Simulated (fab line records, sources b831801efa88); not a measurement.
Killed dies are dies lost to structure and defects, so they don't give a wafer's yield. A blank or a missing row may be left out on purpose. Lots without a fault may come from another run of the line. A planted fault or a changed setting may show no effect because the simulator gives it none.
A struck lot beside a sound one | flow sky130 | 15 steps out of a route of 708
Sound: wafers L868.2, L868.3, L868.4. Struck: wafers L862.1, L862.2, L862.6. The cause comes at the end.
At each step with rows: each side's tool, then ch and its chambers, then its first start. Under that, the readings that differ: sound wafers | struck wafers | difference of the means | sigmas: that difference in standard deviations of wafers without a fault.
alike: readings whose means differ by less than 2 such deviations, and words and numbers that are the same on both sides. not compared: withheld readings, readings that some wafer has no value for, bounds like >300 that may hide the same value, and numbers for which the record gives no deviation and whose values overlap.
The two part at a step that has a row with sigmas, a row that says differs or no value, or rows on one side only. Numbers that don't overlap but have no deviation are shown without sigmas and don't part them. A reading that every wafer of one side lacks parts them only if that side has two wafers or more.

SKY_VT_ADJUST_LVTN_OVL_MEAS_07:
  sound on overlay-01, day 11 18:14; struck on overlay-02, day 9 19:05
  alike: VT_ADJUST_LVTN_OVL
then, 1 step without rows for these wafers: SKY_VT_ADJUST_LVTN_IMPLANT_08.
SKY_VT_ADJUST_LVTN_STRIP_09: strips in O2/N2.
  sound on plasma_asher-02 ch 0,1, day 11 18:25; struck on plasma_asher-02 ch 0,1, day 9 19:16
  alike: drypump_motor_current_A, oes_product_au, strip_time_to_endpoint_s
  not compared: rf_hours_counter_h
SKY_VT_ADJUST_LVTN_TW_MEAS_10:
  sound on film_metro-01, day 11 18:31; struck on film_metro-03, day 9 19:22
  alike: VT_ADJUST_LVTN_TW
then, 7 steps without rows for these wafers: SKY_VT_ADJUST_LVTN_DEHYDRATE_11 (time 60 s); SKY_VT_ADJUST_LVTN_HMDS_12 (prime time 60 s); SKY_VT_ADJUST_LVTN_COAT_13 (resist thk 1140 nm); SKY_VT_ADJUST_LVTN_SOFTBAKE_14 (time 60 s); SKY_VT_ADJUST_LVTN_EXPOSE_15 (exposes mask HVN STD DERIVED, target cd 600 nm); SKY_VT_ADJUST_LVTN_PEB_16; SKY_VT_ADJUST_LVTN_DEVELOP_17 (develop time 60 s).
SKY_VT_ADJUST_LVTN_OVL_MEAS_18:
  sound on overlay-01, day 12 19:38; struck on overlay-02, day 10 18:23
  alike: VT_ADJUST_LVTN_01_OVL
SKY_VT_ADJUST_LVTN_IMPLANT_19:
  sound on implanter-01 ch 0, day 12 19:41; struck on implanter-03 ch 0, day 10 18:25
  reading                   | sound                | struck               | difference | sigmas
  beam_energy_keV           | 29.996 30.002 29.987 | 30.506 30.500 30.485 | +0.502     | +58
  model.implant.drp_nm (nm) | 42.97 42.97 42.97    | 43.5 43.5 43.5       | +0.5       |
SKY_VT_ADJUST_LVTN_STRIP_20: strips in O2/N2.
  sound on plasma_asher-03 ch 0,1, day 12 19:49; struck on plasma_asher-02 ch 0,1, day 10 18:34
  alike: drypump_motor_current_A, oes_product_au, strip_time_to_endpoint_s
  not compared: rf_hours_counter_h
SKY_PAD_OPEN_PROBE_99:
  the record has rows for the sound wafers here (prober-02, day 50 12:00) and none for the struck ones

WHERE THEY PART
First at SKY_VT_ADJUST_LVTN_IMPLANT_19; last, within this record, at SKY_PAD_OPEN_PROBE_99.

WHY: what the simulator had put in
Process parameter drift: implanter-03, from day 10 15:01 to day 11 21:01, at SKY_VT_ADJUST_LVTN_IMPLANT_19. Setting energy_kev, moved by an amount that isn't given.
